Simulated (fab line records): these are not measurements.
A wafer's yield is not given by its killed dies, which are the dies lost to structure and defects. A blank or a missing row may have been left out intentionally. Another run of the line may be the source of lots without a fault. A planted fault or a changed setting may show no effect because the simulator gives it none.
fab line records	flow sky130
[record] lots = 24	wafers = 72	lastDay = 50
route steps=708 shown CAP2M@603 METAL4@635 VIA4@640 METAL5@666
lots that met no fault: from a run of the same line without faults
startH: start of the lot's first displayed wafer, in hours after the record's first day	waitH: hours from the lot's prior step to this one	" the same as in the row above	L1.1+2: one row covering several wafers at once	- either no value or no given start	* or withheld: withheld	< > ~ a bound
route shown NAME@n: names a module that has steps shown in the file, with the first one's number in the route	usual: the fault-free wafers' mean and standard deviation	same: alike in all rows	chamber/n: place in a boat	sites: per-site readings	_std_site: the standard deviation of these	_edge_site: outer sites' mean less inner sites'	radiusMm: for every site, how far away it sits from the centre of the wafer	mask NAME#n: copy n	behind: the most recent tool/chamber to have shaped the wafer	hold: why the lot was held/for how many hours/how that ended	device: which transistor (n, p or np) failed to switch	end of line: at the end of the route, the tests of the same wafers	a step given without rows: its recipe and nothing more	killed: dies that structure and defects cost at the first sort, which is not the same as the wafer's yield	map: shows each die of a wafer: x if killed, . if not, _ if none is there
set.NAME: the setting as run; set.NAME@STEP: as run at that earlier step	model.NAME: the simulator's own value behind a step, which no gauge read
route steps across a sampled set of lots; one table per step, one row per wafer
services: when a tool's chamber went out of use (startH, in hours from the record's first day, below 0 if earlier), for how many hours, and the reason
[[steps]]
[step SKY_CAP2M_CVD_00]
[recipe] material = SiO2	targetThkNm = 15.5	tempC = 400	timeS = withheld	rfW = 460.5
[usual] heaterPowerOuterW = 463/72	heaterPowerW = 762/120	susceptorTempC = 400.00/0.2
lot.wafer	tool	chamber	startH	waitH	heaterPowerOuterW	heaterPowerW	susceptorTempC
L074.1	pecvd-02	1	927.25	0.0	427	701	400.00
L074.2	"	0	"	"	471	725	399.88
L074.5	"	1	"	"	425	690	400.19
L075.2	pecvd-04	2	929.98	0.0	584	1012	399.95
L075.3	"	0	"	"	528	838	399.81
L075.6	"	0	"	"	532	860	399.71
L076.3	pecvd-01	2	944.59	0.0	466	822	400.05
L076.5	"	2	"	"	459	793	400.08
L076.6	"	0	"	"	404	694	399.93
L077.2	pecvd-04	2	954.55	0.0	555	952	399.68
L077.3	"	0	"	"	480	810	399.98
L077.5	"	1	"	"	428	701	400.29
L078.1	pecvd-02	0	961.56	0.0	471	733	399.98
L078.4	"	2	"	"	421	694	399.96
L078.6	"	0	"	"	468	727	399.98
L079.2	pecvd-02	1	968.06	0.0	397	636	400.42
L079.4	"	2	"	"	412	710	400.22
L079.6	"	1	"	"	392	645	399.95
L080.3	pecvd-01	0	979.73	0.0	396	673	400.24
L080.4	"	2	"	"	534	900	399.80
L080.5	"	1	"	"	307	528	399.95
L081.1	pecvd-02	2	983.74	0.0	392	662	400.06
L081.2	"	1	"	"	480	762	400.28
L081.3	"	0	"	"	482	731	400.25
L082.1	pecvd-04	2	992.78	0.0	577	971	400.37
L082.3	"	0	"	"	629	1011	399.58
L082.5	"	2	"	"	557	985	400.13
L083.4	pecvd-02	1	996.05	0.0	405	663	400.16
L083.5	"	2	"	"	406	662	399.66
L083.6	"	0	"	"	486	754	400.11
L084.2	pecvd-01	0	1001.79	0.0	405	679	400.42
L084.5	"	0	"	"	398	669	399.99
L084.6	"	1	"	"	356	594	400.13
L086.1	pecvd-01	2	1013.38	0.0	559	945	400.18
L086.2	"	1	"	"	362	601	400.16
L086.5	"	2	"	"	569	955	399.93
L085.3	pecvd-01	0	1017.31	0.0	336	603	399.83
L085.4	"	1	"	"	384	622	399.84
L085.5	"	0	"	"	345	604	400.16
L087.2	pecvd-02	2	1020.54	0.0	400	669	400.13
L087.3	"	0	"	"	454	698	399.74
L087.5	"	2	"	"	411	682	399.91
L088.3	pecvd-04	2	1025.27	0.0	574	973	399.86
L088.5	"	0	"	"	576	948	400.09
L088.6	"	2	"	"	581	993	399.99
L089.1	pecvd-04	2	1032.14	0.0	547	931	400.03
L089.2	"	0	"	"	572	917	399.90
L089.4	"	0	"	"	574	914	399.94
L090.2	pecvd-02	2	1033.70	0.0	417	702	399.69
L090.3	"	2	"	"	417	705	399.81
L090.5	"	0	"	"	460	717	399.95
L091.3	pecvd-02	2	1047.14	0.0	428	709	400.13
L091.4	"	0	"	"	504	765	399.70
L091.6	"	1	"	"	503	788	400.13
L092.2	pecvd-04	1	1050.55	0.0	466	730	400.17
L092.4	"	2	"	"	494	871	399.85
L092.6	"	0	"	"	558	904	400.11
L093.2	pecvd-04	0	1059.49	0.0	557	906	400.13
L093.3	"	2	"	"	567	977	400.06
L093.4	"	1	"	"	477	764	399.78
L094.1	pecvd-02	0	1066.33	0.0	483	748	400.04
L094.3	"	1	"	"	491	766	399.93
L094.5	"	1	"	"	482	787	399.73
L095.3	pecvd-01	1	1067.98	0.0	330	568	400.26
L095.4	"	2	"	"	532	890	400.27
L095.5	"	0	"	"	410	706	400.17
L096.2	pecvd-02	0	1075.86	0.0	442	713	399.72
L096.3	"	2	"	"	380	642	400.15
L096.4	"	0	"	"	460	701	400.06
L097.1	pecvd-04	0	1080.80	0.0	619	983	399.69
L097.3	"	1	"	"	463	741	400.16
L097.4	"	2	"	"	622	1029	399.97
[step SKY_CAP2M_RS_MEAS_03]
[recipe] thkMeasGauge = four-point-probe	reads = TiN_of_CAP2M_SPUTTER_02
[usual] CAP2M_TIN_RS = 6.91/0.09
lot.wafer	tool	chamber	startH	waitH	CAP2M_TIN_RS[ohm/sq]
L074.1	filmMetro-02	-	927.44	0.1	6.71
L074.2	"	-	"	"	6.64
L074.5	"	-	"	"	6.68
L075.2	filmMetro-04	-	930.20	0.1	6.97
L075.3	"	-	"	"	6.97
L075.6	"	-	"	"	7.02
L076.3	filmMetro-03	-	944.82	0.1	6.89
L076.5	"	-	"	"	6.99
L076.6	"	-	"	"	6.86
L077.2	filmMetro-03	-	954.76	0.1	6.95
L077.3	"	-	"	"	6.77
L077.5	"	-	"	"	6.77
L078.1	filmMetro-03	-	961.75	0.1	6.82
L078.4	"	-	"	"	6.69
L078.6	"	-	"	"	6.84
L079.2	filmMetro-04	-	968.27	0.1	6.93
L079.4	"	-	"	"	7.00
L079.6	"	-	"	"	6.92
L080.3	filmMetro-04	-	979.97	0.1	6.94
L080.4	"	-	"	"	6.85
L080.5	"	-	"	"	6.93
L081.1	filmMetro-04	-	983.93	0.1	6.97
L081.2	"	-	"	"	7.00
L081.3	"	-	"	"	6.98
L082.1	filmMetro-04	-	992.97	0.1	7.02
L082.3	"	-	"	"	7.00
L082.5	"	-	"	"	6.91
L083.4	filmMetro-04	-	996.29	0.1	6.85
L083.5	"	-	"	"	6.97
L083.6	"	-	"	"	6.87
L084.2	filmMetro-03	-	1002.01	0.1	6.98
L084.5	"	-	"	"	7.00
L084.6	"	-	"	"	6.87
L086.1	filmMetro-02	-	1013.57	0.1	7.02
L086.2	"	-	"	"	6.96
L086.5	"	-	"	"	7.08
L085.3	filmMetro-03	-	1017.54	0.1	7.01
L085.4	"	-	"	"	7.00
L085.5	"	-	"	"	6.96
L087.2	filmMetro-03	-	1020.75	0.1	6.88
L087.3	"	-	"	"	6.89
L087.5	"	-	"	"	7.05
L088.3	filmMetro-03	-	1025.51	0.1	6.81
L088.5	"	-	"	"	6.88
L088.6	"	-	"	"	6.88
L089.1	filmMetro-04	-	1032.33	0.1	6.95
L089.2	"	-	"	"	6.84
L089.4	"	-	"	"	6.89
L090.2	filmMetro-02	-	1033.92	0.1	7.01
L090.3	"	-	"	"	6.90
L090.5	"	-	"	"	6.85
L091.3	filmMetro-04	-	1047.37	0.1	6.85
L091.4	"	-	"	"	6.77
L091.6	"	-	"	"	6.75
L092.2	filmMetro-04	-	1050.76	0.1	6.97
L092.4	"	-	"	"	6.94
L092.6	"	-	"	"	6.99
L093.2	filmMetro-02	-	1059.70	0.1	6.84
L093.3	"	-	"	"	6.94
L093.4	"	-	"	"	6.84
L094.1	filmMetro-03	-	1066.52	0.1	7.00
L094.3	"	-	"	"	6.84
L094.5	"	-	"	"	6.94
L095.3	filmMetro-03	-	1068.21	0.1	6.74
L095.4	"	-	"	"	6.84
L095.5	"	-	"	"	6.90
L096.2	filmMetro-04	-	1076.09	0.1	6.94
L096.3	"	-	"	"	7.09
L096.4	"	-	"	"	7.05
L097.1	filmMetro-04	-	1081.00	0.1	6.92
L097.3	"	-	"	"	6.98
L097.4	"	-	"	"	6.85
[step SKY_CAP2M_STRIP_14]
[recipe] chemistry = O2/N2	powerW = 1400	pressureMtorr = 1500	platenTempC = withheld	o2FlowSccm = 3000	n2FlowSccm = 300	overashFraction = 0.5
[usual] drypumpMotorCurrentA = 5.6/0.34	oesProductAu = 0.710/0.0047	stripTimeToEndpointS = 12.64/0.041
lot.wafer	tool	chamber	startH	waitH	drypumpMotorCurrentA	oesProductAu	rfHoursCounterH	stripTimeToEndpointS
L074.1	plasmaAsher-01	1	951.90	0.1	5.6	0.714	82	12.60
L074.2	"	0	"	"	5.1	0.712	82	12.58
L074.5	"	1	"	"	5.6	0.705	-	12.58
L075.2	plasmaAsher-01	0	954.35	0.1	5.0	0.713	82	12.61
L075.3	"	1	"	"	5.6	0.709	-	12.62
L075.6	"	1	"	"	5.6	0.719	-	12.67
L076.3	plasmaAsher-04	1	969.43	0.1	5.8	0.705	-	12.62
L076.5	"	1	"	"	5.8	0.712	-	12.66
L076.6	"	0	"	"	5.4	0.708	-	12.64
L077.2	plasmaAsher-03	0	978.95	0.1	6.3	0.708	22	12.58
L077.3	"	1	"	"	5.4	0.707	-	12.59
L077.5	"	1	"	"	5.4	0.711	-	12.60
L078.1	plasmaAsher-03	0	985.33	0.1	6.3	0.712	23	12.64
L078.4	"	0	"	"	6.3	0.700	-	12.64
L078.6	"	1	"	"	5.4	0.711	-	12.62
L079.2	plasmaAsher-04	1	991.25	0.1	5.8	0.699	60	12.70
L079.4	"	1	"	"	5.7	0.710	-	12.71
L079.6	"	0	"	"	5.4	0.707	-	12.67
L080.3	plasmaAsher-01	1	1003.52	0.1	5.6	0.712	-	12.67
L080.4	"	0	"	"	5.1	0.699	-	12.67
L080.5	"	0	"	"	5.1	0.707	-	12.69
L081.1	plasmaAsher-01	0	1007.08	0.1	5.1	0.712	90	12.73
L081.2	"	1	"	"	5.6	0.723	90	12.65
L081.3	"	1	"	"	5.6	0.708	-	12.68
L082.1	plasmaAsher-03	0	1016.39	0.1	6.3	0.717	27	12.66
L082.3	"	0	"	"	6.3	0.709	-	12.63
L082.5	"	1	"	"	5.4	0.714	-	12.59
L083.4	plasmaAsher-04	0	1018.93	0.1	5.4	0.705	-	12.66
L083.5	"	0	"	"	5.4	0.711	-	12.59
L083.6	"	1	"	"	5.8	0.713	-	12.63
L084.2	plasmaAsher-03	0	1024.68	0.1	6.3	0.706	28	12.65
L084.5	"	0	"	"	6.3	0.708	-	12.62
L084.6	"	1	"	"	5.4	0.713	-	12.61
L086.1	plasmaAsher-01	1	1035.99	0.1	5.6	0.712	93	12.62
L086.2	"	0	"	"	5.0	0.713	93	12.62
L086.5	"	1	"	"	5.6	0.709	-	12.58
L085.3	plasmaAsher-04	1	1039.37	0.1	5.8	0.714	-	12.55
L085.4	"	0	"	"	5.4	0.713	-	12.56
L085.5	"	1	"	"	5.8	0.718	-	12.58
L087.2	plasmaAsher-04	0	1042.93	0.1	5.5	0.713	67	12.62
L087.3	"	0	"	"	5.4	0.713	-	12.62
L087.5	"	0	"	"	5.4	0.708	-	12.63
L088.3	plasmaAsher-04	1	1047.77	0.1	5.8	0.713	-	12.63
L088.5	"	1	"	"	5.8	0.706	-	12.63
L088.6	"	0	"	"	5.5	0.712	-	12.64
L089.1	plasmaAsher-01	1	1055.59	0.1	5.6	0.713	95	12.59
L089.2	"	0	"	"	5.1	0.712	95	12.60
L089.4	"	1	"	"	5.6	0.705	-	12.62
L090.2	plasmaAsher-01	0	1056.19	0.1	5.1	0.707	96	12.63
L090.3	"	0	"	"	5.1	0.712	-	12.65
L090.5	"	0	"	"	5.1	0.715	-	12.67
L091.3	plasmaAsher-04	1	1068.73	0.1	5.8	0.714	-	12.60
L091.4	"	0	"	"	5.4	0.710	-	12.58
L091.6	"	0	"	"	5.4	0.707	-	12.62
L092.2	plasmaAsher-01	1	1072.28	0.1	5.6	0.712	97	12.64
L092.4	"	0	"	"	5.1	0.708	-	12.76
L092.6	"	0	"	"	5.0	0.710	-	12.67
L093.2	plasmaAsher-04	0	1080.79	0.1	5.5	0.714	71	12.66
L093.3	"	1	"	"	5.8	0.706	-	12.62
L093.4	"	0	"	"	5.5	0.711	-	12.64
L094.1	plasmaAsher-01	1	1087.04	0.1	5.6	0.715	99	12.65
L094.3	"	0	"	"	5.1	0.717	-	12.66
L094.5	"	0	"	"	5.0	0.719	-	12.65
L095.3	plasmaAsher-03	1	1088.48	0.1	5.4	0.715	-	12.71
L095.4	"	0	"	"	6.3	0.711	-	12.62
L095.5	"	0	"	"	6.3	0.716	-	12.64
L096.2	plasmaAsher-04	0	1096.58	0.1	5.4	0.702	72	12.70
L096.3	"	0	"	"	5.4	0.709	-	12.66
L096.4	"	1	"	"	5.7	0.706	-	12.66
L097.1	plasmaAsher-04	0	1100.89	0.1	5.4	0.710	73	12.65
L097.3	"	1	"	"	5.8	0.719	-	12.61
L097.4	"	0	"	"	5.4	0.711	-	12.67
[step SKY_METAL4_STRIP_19]
[recipe] chemistry = O2/N2	powerW = 1400	pressureMtorr = 1500	platenTempC = withheld	o2FlowSccm = 3000	n2FlowSccm = 300	overashFraction = 0.5
[usual] drypumpMotorCurrentA = 5.7/0.4	oesProductAu = 0.502/0.0053	stripTimeToEndpointS = 6.53/0.086
lot.wafer	tool	chamber	startH	waitH	drypumpMotorCurrentA	oesProductAu	rfHoursCounterH	stripTimeToEndpointS
L074.1	plasmaAsher-01	1	977.55	0.1	5.6	0.494	86	6.46
L074.2	"	0	"	"	5.1	0.499	86	6.48
L074.5	"	0	"	"	5.1	0.498	-	6.44
L075.2	plasmaAsher-04	0	979.67	0.1	5.4	0.502	59	6.55
L075.3	"	0	"	"	5.4	0.499	-	6.56
L075.6	"	1	"	"	5.8	0.509	-	6.65
L076.3	plasmaAsher-01	1	993.70	0.1	5.6	0.491	-	6.43
L076.5	"	1	"	"	5.7	0.496	-	6.40
L076.6	"	0	"	"	5.0	0.497	-	6.48
L077.2	plasmaAsher-04	0	1003.52	0.1	5.4	0.513	62	6.63
L077.3	"	1	"	"	5.8	0.503	-	6.59
L077.5	"	1	"	"	5.8	0.500	-	6.66
L078.1	plasmaAsher-01	1	1009.31	0.1	5.6	0.492	90	6.43
L078.4	"	1	"	"	5.6	0.497	-	6.37
L078.6	"	0	"	"	5.1	0.505	-	6.56
L079.2	plasmaAsher-04	0	1015.35	0.1	5.4	0.503	63	6.53
L079.4	"	0	"	"	5.4	0.499	-	6.52
L079.6	"	1	"	"	5.7	0.497	-	6.53
L080.3	plasmaAsher-04	1	1027.63	0.1	5.8	0.503	-	6.63
L080.4	"	0	"	"	5.4	0.504	-	6.61
L080.5	"	0	"	"	5.4	0.510	-	6.58
L081.1	plasmaAsher-01	0	1030.97	0.1	5.1	0.498	93	6.39
L081.2	"	1	"	"	5.6	0.497	93	6.49
L081.3	"	0	"	"	5.1	0.494	-	6.32
L082.1	plasmaAsher-01	0	1039.27	0.1	5.0	0.507	94	6.52
L082.3	"	1	"	"	5.6	0.499	-	6.42
L082.5	"	0	"	"	5.1	0.496	-	6.48
L083.4	plasmaAsher-04	0	1042.39	0.1	5.5	0.498	-	6.46
L083.5	"	1	"	"	5.8	0.500	-	6.45
L083.6	"	0	"	"	5.4	0.492	-	6.45
L084.2	plasmaAsher-02	1	1048.20	0.1	5.8	0.508	110	6.56
L084.5	"	0	"	"	6.5	0.496	-	6.50
L084.6	"	1	"	"	5.8	0.504	-	6.56
L086.1	plasmaAsher-04	0	1059.16	0.1	5.4	0.501	68	6.47
L086.2	"	1	"	"	5.8	0.503	68	6.58
L086.5	"	1	"	"	5.8	0.499	-	6.47
L085.3	plasmaAsher-04	0	1062.03	0.1	5.4	0.508	-	6.58
L085.4	"	1	"	"	5.8	0.506	-	6.50
L085.5	"	0	"	"	5.4	0.502	-	6.55
L087.2	plasmaAsher-04	0	1065.97	0.1	5.4	0.504	69	6.55
L087.3	"	0	"	"	5.4	0.501	-	6.62
L087.5	"	1	"	"	5.8	0.509	-	6.54
L088.3	plasmaAsher-02	0	1070.53	0.1	6.5	0.500	-	6.50
L088.5	"	0	"	"	6.4	0.497	-	6.45
L088.6	"	1	"	"	5.8	0.503	-	6.43
L089.1	plasmaAsher-02	0	1077.66	0.1	6.4	0.493	1	6.45
L089.2	"	1	"	"	5.8	0.508	1	6.54
L089.4	"	1	"	"	5.8	0.506	-	6.53
L090.2	plasmaAsher-02	1	1078.25	0.1	5.7	0.500	1	6.47
L090.3	"	1	"	"	5.8	0.500	-	6.52
L090.5	"	0	"	"	6.4	0.500	-	6.44
L091.3	plasmaAsher-02	1	1090.88	0.1	5.8	0.506	-	6.47
L091.4	"	0	"	"	6.4	0.504	-	6.56
L091.6	"	0	"	"	6.4	0.505	-	6.57
L092.2	plasmaAsher-01	0	1094.17	0.1	5.1	0.512	99	6.73
L092.4	"	1	"	"	5.6	0.509	-	6.64
L092.6	"	1	"	"	5.6	0.498	-	6.56
L093.2	plasmaAsher-01	0	1101.62	0.1	5.1	0.508	100	6.56
L093.3	"	0	"	"	5.0	0.496	-	6.39
L093.4	"	1	"	"	5.6	0.507	-	6.63
L094.1	plasmaAsher-01	1	1108.37	0.1	5.6	0.498	101	6.46
L094.3	"	1	"	"	5.6	0.491	-	6.40
L094.5	"	0	"	"	5.0	0.501	-	6.39
L095.3	plasmaAsher-02	1	1109.69	0.1	5.8	0.501	-	6.76
L095.4	"	0	"	"	6.4	0.508	-	6.57
L095.5	"	0	"	"	6.4	0.510	-	6.72
L096.2	plasmaAsher-04	0	1117.79	0.2	5.5	0.505	74	6.61
L096.3	"	0	"	"	5.4	0.509	-	6.62
L096.4	"	1	"	"	5.8	0.504	-	6.62
L097.1	plasmaAsher-02	0	1121.75	0.1	6.4	0.509	6	6.54
L097.3	"	0	"	"	6.4	0.507	-	6.60
L097.4	"	1	"	"	5.8	0.498	-	6.47
[step SKY_VIA4_THK_MEAS_01]
[recipe] reads = SiO2_of_VIA4_HDPCVD_00
[usual] VIA4_HDPCVD_THK = 1757/23
lot.wafer	tool	chamber	startH	waitH	VIA4_HDPCVD_THK[nm]
L074.1	filmMetro-01	-	978.32	0.1	1768
L074.2	"	-	"	"	1800
L074.5	"	-	"	"	1808
L075.2	filmMetro-01	-	980.45	0.1	1697
L075.3	"	-	"	"	1722
L075.6	"	-	"	"	1718
L076.3	filmMetro-04	-	994.46	0.1	1750
L076.5	"	-	"	"	1735
L076.6	"	-	"	"	1783
L077.2	filmMetro-01	-	1004.30	0.1	1732
L077.3	"	-	"	"	1726
L077.5	"	-	"	"	1752
L078.1	filmMetro-02	-	1010.08	0.1	1735
L078.4	"	-	"	"	1755
L078.6	"	-	"	"	1732
L079.2	filmMetro-01	-	1016.13	0.1	1764
L079.4	"	-	"	"	1791
L079.6	"	-	"	"	1748
L080.3	filmMetro-04	-	1028.44	0.1	1704
L080.4	"	-	"	"	1722
L080.5	"	-	"	"	1739
L081.1	filmMetro-02	-	1031.78	0.1	1795
L081.2	"	-	"	"	1784
L081.3	"	-	"	"	1757
L082.1	filmMetro-01	-	1040.15	0.1	1765
L082.3	"	-	"	"	1736
L082.5	"	-	"	"	1727
L083.4	filmMetro-02	-	1043.22	0.0	1760
L083.5	"	-	"	"	1807
L083.6	"	-	"	"	1777
L084.2	filmMetro-02	-	1049.32	0.1	1765
L084.5	"	-	"	"	1773
L084.6	"	-	"	"	1771
L086.1	filmMetro-02	-	1059.93	0.1	1752
L086.2	"	-	"	"	1760
L086.5	"	-	"	"	1783
L085.3	filmMetro-04	-	1062.79	0.1	1758
L085.4	"	-	"	"	1768
L085.5	"	-	"	"	1771
L087.2	filmMetro-04	-	1066.75	0.1	1701
L087.3	"	-	"	"	1755
L087.5	"	-	"	"	1726
L088.3	filmMetro-02	-	1071.29	0.1	1756
L088.5	"	-	"	"	1781
L088.6	"	-	"	"	1773
L089.1	filmMetro-02	-	1078.43	0.1	1724
L089.2	"	-	"	"	1794
L089.4	"	-	"	"	1765
L090.2	filmMetro-02	-	1079.03	0.1	1788
L090.3	"	-	"	"	1776
L090.5	"	-	"	"	1732
L091.3	filmMetro-04	-	1091.73	0.2	1784
L091.4	"	-	"	"	1779
L091.6	"	-	"	"	1749
L092.2	filmMetro-02	-	1095.04	0.2	1730
L092.4	"	-	"	"	1737
L092.6	"	-	"	"	1755
L093.2	filmMetro-02	-	1102.48	0.1	1774
L093.3	"	-	"	"	1761
L093.4	"	-	"	"	1787
L094.1	filmMetro-02	-	1109.28	0.1	1766
L094.3	"	-	"	"	1751
L094.5	"	-	"	"	1726
L095.3	filmMetro-04	-	1110.51	0.1	1750
L095.4	"	-	"	"	1758
L095.5	"	-	"	"	1748
L096.2	filmMetro-02	-	1118.67	0.1	1775
L096.3	"	-	"	"	1736
L096.4	"	-	"	"	1756
L097.1	filmMetro-01	-	1122.52	0.1	1752
L097.3	"	-	"	"	1779
L097.4	"	-	"	"	1772
[step SKY_METAL5_RS_MEAS_05]
[recipe] thkMeasGauge = four-point-probe	reads = TiN_of_METAL5_SPUTTER_04+Ti_of_METAL5_SPUTTER_03+AlCu_of_METAL5_SPUTTER_02+TiN_of_METAL5_SPUTTER_01+Ti_of_METAL5_SPUTTER_00
[usual] METAL5_ALCU_RS = 0.0272/0.00035
lot.wafer	tool	chamber	startH	waitH	METAL5_ALCU_RS[ohm/sq]
L074.1	filmMetro-03	-	1003.14	0.0	0.0271
L074.2	"	-	"	"	0.0272
L074.5	"	-	"	"	0.0271
L075.2	filmMetro-03	-	1006.25	0.0	0.0275
L075.3	"	-	"	"	0.0273
L075.6	"	-	"	"	0.0273
L076.3	filmMetro-03	-	1019.29	0.1	0.0275
L076.5	"	-	"	"	0.0274
L076.6	"	-	"	"	0.0279
L077.2	filmMetro-03	-	1029.20	0.0	0.0272
L077.3	"	-	"	"	0.0271
L077.5	"	-	"	"	0.0273
L078.1	filmMetro-01	-	1033.94	0.0	0.0265
L078.4	"	-	"	"	0.0271
L078.6	"	-	"	"	0.0268
L079.2	filmMetro-01	-	1040.64	0.0	0.0276
L079.4	"	-	"	"	0.0279
L079.6	"	-	"	"	0.0274
L080.3	filmMetro-02	-	1052.19	0.1	0.0274
L080.4	"	-	"	"	0.0275
L080.5	"	-	"	"	0.0276
L081.1	filmMetro-02	-	1055.37	0.0	0.0271
L081.2	"	-	"	"	0.0271
L081.3	"	-	"	"	0.0272
L082.1	filmMetro-03	-	1063.90	0.0	0.0271
L082.3	"	-	"	"	0.0271
L082.5	"	-	"	"	0.0273
L083.4	filmMetro-02	-	1067.16	0.1	0.0269
L083.5	"	-	"	"	0.0265
L083.6	"	-	"	"	0.0267
L084.2	filmMetro-02	-	1073.16	0.0	0.0269
L084.5	"	-	"	"	0.0268
L084.6	"	-	"	"	0.0273
L086.1	filmMetro-02	-	1082.89	0.0	0.0276
L086.2	"	-	"	"	0.0277
L086.5	"	-	"	"	0.0270
L085.3	filmMetro-01	-	1085.36	0.1	0.0273
L085.4	"	-	"	"	0.0271
L085.5	"	-	"	"	0.0273
L087.2	filmMetro-03	-	1089.48	0.0	0.0265
L087.3	"	-	"	"	0.0265
L087.5	"	-	"	"	0.0267
L088.3	filmMetro-03	-	1093.72	0.1	0.0271
L088.5	"	-	"	"	0.0272
L088.6	"	-	"	"	0.0268
L089.1	filmMetro-02	-	1100.54	0.0	0.0269
L089.2	"	-	"	"	0.0269
L089.4	"	-	"	"	0.0270
L090.2	filmMetro-01	-	1101.75	0.0	0.0273
L090.3	"	-	"	"	0.0275
L090.5	"	-	"	"	0.0274
L091.3	filmMetro-03	-	1113.78	0.1	0.0269
L091.4	"	-	"	"	0.0269
L091.6	"	-	"	"	0.0269
L092.2	filmMetro-02	-	1116.44	0.0	0.0278
L092.4	"	-	"	"	0.0278
L092.6	"	-	"	"	0.0277
L093.2	filmMetro-02	-	1124.14	0.0	0.0273
L093.3	"	-	"	"	0.0273
L093.4	"	-	"	"	0.0274
L094.1	filmMetro-03	-	1130.69	0.0	0.0271
L094.3	"	-	"	"	0.0272
L094.5	"	-	"	"	0.0274
L095.3	filmMetro-03	-	1131.81	0.1	0.0274
L095.4	"	-	"	"	0.0274
L095.5	"	-	"	"	0.0275
L096.2	filmMetro-03	-	1140.34	0.0	0.0271
L096.3	"	-	"	"	0.0266
L096.4	"	-	"	"	0.0272
L097.1	filmMetro-03	-	1143.58	0.0	0.0275
L097.3	"	-	"	"	0.0277
L097.4	"	-	"	"	0.0271
[[services]]
tool	chamber	startH	hours	kind
pecvd-04	2	913.09	6.2	repair
pecvd-02	-	916.29	2.5	repair
plasmaAsher-03	-	916.93	2.8	pm
pecvd-04	-	944.21	0.8	repair
plasmaAsher-02	-	947.98	96.4	pm
pecvd-04	1	956.50	12.2	repair
plasmaAsher-03	-	960.39	9.3	repair
pecvd-01	-	981.70	1.8	repair
pecvd-04	-	983.87	2.8	pm
pecvd-01	2	1021.66	21.5	repair
pecvd-02	-	1030.53	1.8	repair
pecvd-02	1	1032.49	2.1	scheduledDown
plasmaAsher-02	-	1055.25	9.0	pm
plasmaAsher-02	0	1055.25	9.0	ventCycle
plasmaAsher-02	1	1055.25	9.0	ventCycle
plasmaAsher-02	0	1064.25	-	clean
plasmaAsher-02	1	1064.25	-	clean
pecvd-01	0	1071.66	5.0	scheduledDown
pecvd-04	2	1072.28	5.5	scheduledDown
pecvd-04	-	1096.32	1.8	repair
plasmaAsher-03	-	1100.84	9.9	repair
plasmaAsher-04	-	1119.63	2.8	pm
[[key]]
fault none
